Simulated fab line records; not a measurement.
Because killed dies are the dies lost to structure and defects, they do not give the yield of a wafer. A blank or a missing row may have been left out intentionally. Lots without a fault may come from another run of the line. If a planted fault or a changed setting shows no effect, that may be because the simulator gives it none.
The same fault as seen by 2 desks	flow gf180mcu	only its own numbers are on each desk; what lay behind them is given at the end

AT THE TOOL OWNER'S DESK: furnace-02
The tool's own readings at GF_DUAL_GATE_OXIDATION_15 (stabilise 600 s, purge 300 s, target thk 7.098 nm): means of the sampled wafers that have a number, for each lot that ran on this tool. Marked OUT: a lot whose mean sits more than 4 standard deviations from the usual mean, which makes it out of limits; the brackets give that distance.
Columns: A = spike_tc_bottom_C at GF_DUAL_GATE_OXIDATION_15, usual 872.0 C; B = zone_power_bottom_pct at GF_DUAL_GATE_OXIDATION_15, usual 22.9 %
lot	first seen here	A	B
L980	day 9 03:14	869.8	24.0
L984	day 10 01:07	870.5	24.3
L997	day 14 03:34	870.4	24.1
L998	day 14 12:45	870.9	23.9
This desk found nothing out of limits on any of the 4 lots.

FROM THE METROLOGY DESK
What the gauges read, lot by lot, whatever tool the lot ran on: means of the sampled wafers that have a number. Marked OUT: a lot whose mean sits more than 4 standard deviations from the usual mean, which makes it out of limits; the brackets give that distance. Of its 9 readings 7 are shown: those that lie furthest out on some lot.
Columns: A = DUAL_GATE_OXIDATION_00_THK at GF_DUAL_GATE_THK_MEAS_03, usual 10.61 nm; B = DUAL_GATE_OVL at GF_DUAL_GATE_OVL_MEAS_11, usual 1.1 nm; C = cd_nm at GF_POLY_GATE_CD_MEAS_10, usual 280.1 nm; D = POLY_GATE_OVL at GF_POLY_GATE_OVL_MEAS_11, usual -2 nm; E = cd_nm at GF_POLY_GATE_CD_MEAS_18, usual 280.0 nm; F = cd_nm at GF_HV_LDD_CD_MEAS_07, usual 400.3 nm; G = HV_LDD_OVL at GF_HV_LDD_OVL_MEAS_08, usual 0.7 nm
lot	first seen here	A	B	C	D	E	F	G
L980	day 8 09:47	10.61	0.9	280.0	-4	279.5	406.8	1.0
L981	day 8 09:47	10.38	1.8	279.6	-14	277.9	403.8	3.2
L984	day 9 07:29	10.18	2.0	279.9	-3	279.9	399.5	-1.4
L988	day 10 10:51	10.41	-0.0	279.2	-4	278.8	397.5	1.2
L997	day 13 07:07	10.81	2.5	281.5	-1	282.4	398.2	1.1
L998	day 13 15:43	10.46	0.0	279.4	0	278.5	398.0	0.6
This desk found nothing out of limits on any of the 6 lots.

PUT TOGETHER
The tool owner's desk saw nothing out of limits.
Metrology desk: nothing out of limits seen.

WHAT THE SIMULATOR HAD PUT IN
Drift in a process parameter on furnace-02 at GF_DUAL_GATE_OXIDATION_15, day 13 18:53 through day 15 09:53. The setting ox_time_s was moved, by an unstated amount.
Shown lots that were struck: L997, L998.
